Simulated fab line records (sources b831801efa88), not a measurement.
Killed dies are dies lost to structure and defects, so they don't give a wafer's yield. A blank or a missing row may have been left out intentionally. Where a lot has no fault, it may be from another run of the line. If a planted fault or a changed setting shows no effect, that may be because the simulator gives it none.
What tool caused it? -- flow sky130 -- 42 wafers from 14 lots sampled at 3 of the route's 708 steps

## WHAT EACH GAUGE READ, for each wafer
SKY_LOCAL_INTERCONNECT_CD_MEAS_11 targets a cd of 170 nm.
lot,measured,on,cd_nm (nm)
L383,day 31 00:58,cd_sem-02,168.0 169.7 168.1
L384,day 31 04:40,cd_sem-02,171.6 170.0 169.6
L385,day 31 09:41,cd_sem-02,171.2 170.2 169.9
L387,day 32 01:28,cd_sem-02,167.3 167.7 169.2
L389,day 32 15:38,cd_sem-02,167.6 167.9 168.3
L390,day 33 02:47,cd_sem-01,164.8 166.8 167.3
L391,day 33 07:37,cd_sem-01,169.6 171.1 171.6
L392,day 34 04:05,cd_sem-02,171.9 171.4 170.6
L393,day 34 05:15,cd_sem-01,169.0 169.3 169.0
L400,day 36 06:41,cd_sem-01,167.7 168.1 169.6
L401,day 36 10:48,cd_sem-01,169.5 170.4 169.6
L404,day 37 03:17,cd_sem-02,169.3 170.8 169.4
L406,day 38 03:17,cd_sem-02,171.2 173.5 172.6
L405,day 38 06:15,cd_sem-01,169.7 170.8 173.1

SKY_CONTACT_CD_MEAS_14 targets a cd of 170 nm.
lot,measured,on,cd_nm (nm)
L383,day 32 06:45,cd_sem-02,171.1 171.1 169.9
L384,day 32 09:43,cd_sem-02,170.2 169.5 169.4
L385,day 32 15:15,cd_sem-01,170.9 171.4 170.6
L387,day 33 08:28,cd_sem-01,170.3 169.4 169.6
L389,day 33 20:19,cd_sem-01,169.6 170.2 170.0
L390,day 34 06:59,cd_sem-01,169.5 169.0 171.7
L391,day 34 10:52,cd_sem-01,174.4 173.3 171.6
L392,day 35 08:10,cd_sem-01,171.6 170.6 170.9
L393,day 35 10:08,cd_sem-01,169.6 170.7 171.7
L400,day 37 10:00,cd_sem-01,170.2 167.8 168.8
L401,day 37 14:08,cd_sem-02,170.6 170.7 170.7
L404,day 38 06:59,cd_sem-02,169.5 169.8 169.0
L406,day 39 06:00,cd_sem-02,167.9 169.5 167.4
L405,day 39 09:11,cd_sem-01,169.1 169.9 168.6

## WHAT TOOL EACH LOT RAN ON (gives the tool, then ch and the chambers of the sampled wafers, and finally the start)
lot,SKY_LOCAL_INTERCONNECT_ETCH_13
L383,"rie_metal-01 ch 0,1, day 31 01:08"
L384,"rie_metal-01 ch 0,1, day 31 04:49"
L385,"rie_metal-02 ch 0,1, day 31 09:50"
L387,"rie_metal-02 ch 0,1, day 32 01:35"
L389,"rie_metal-01 ch 0,1, day 32 15:47"
L390,"rie_metal-02 ch 0,1, day 33 02:55"
L391,"rie_metal-01 ch 0,1, day 33 07:46"
L392,"rie_metal-03 ch 0, day 34 04:14"
L393,"rie_metal-03 ch 0, day 34 05:25"
L400,"rie_metal-02 ch 0,1, day 36 06:50"
L401,"rie_metal-03 ch 0,1, day 36 10:58"
L404,"rie_metal-02 ch 0,1, day 37 03:26"
L406,"rie_metal-03 ch 0,1, day 38 03:26"
L405,"rie_metal-03 ch 0,1, day 38 06:22"
- SKY_LOCAL_INTERCONNECT_ETCH_13: etches BARC in N2/H2, stops on SiO2, time 45.9 s, target depth 60 nm.

## AS READ BY THE TOOLS THEMSELVES (means over the sampled wafers that have a number; for cases with no such wafer, the mark the record gives instead)
SKY_LOCAL_INTERCONNECT_ETCH_13.
lot,tool,drypump_motor_current_A (A),oes_product_au (a.u.),throttle_valve_pct (%)
L383,rie_metal-01,5.0,0.849,13.221
L384,rie_metal-01,5.1,0.858,13.224
L385,rie_metal-02,6.0,0.859,13.216
L387,rie_metal-02,6.0,0.859,13.233
L389,rie_metal-01,5.1,0.860,13.213
L390,rie_metal-02,6.0,0.857,13.214
L391,rie_metal-01,5.0,0.855,13.223
L392,rie_metal-03,6.1,0.858,13.227
L393,rie_metal-03,6.1,0.853,13.225
L400,rie_metal-02,5.5,0.852,13.222
L401,rie_metal-03,5.9,0.858,13.233
L404,rie_metal-02,5.5,0.851,13.230
L406,rie_metal-03,5.9,0.853,13.226
L405,rie_metal-03,5.8,0.852,13.224

## THE ANSWER, worked out from the rows above alone
Rule: the usual values come from the lots themselves. The widest of any qualifying gaps counts: lots, ordered by their means at a reading, are off when they make up no more than a third of the lots, leave a main group of 4 or more, and stand apart from it by 3 or more times the standard deviation of that group's means. The tables above print the reading to a certain number of digits; a main group whose means all agree to those digits is not used. A lot without any number at a reading at which 4 lots or more have one is off too. All remaining lots with rows at the step are treated as sound. The gauges are gone through in route order, then the tools' own readings, and for those a lot's mean is taken as printed above. At the first step where some lot is off, the reading lying furthest off is the one used; lots without a number count as furthest.
No lot is off at any reading shown: from this, nothing can be told.

## WHAT WAS PUT IN BY THE SIMULATOR
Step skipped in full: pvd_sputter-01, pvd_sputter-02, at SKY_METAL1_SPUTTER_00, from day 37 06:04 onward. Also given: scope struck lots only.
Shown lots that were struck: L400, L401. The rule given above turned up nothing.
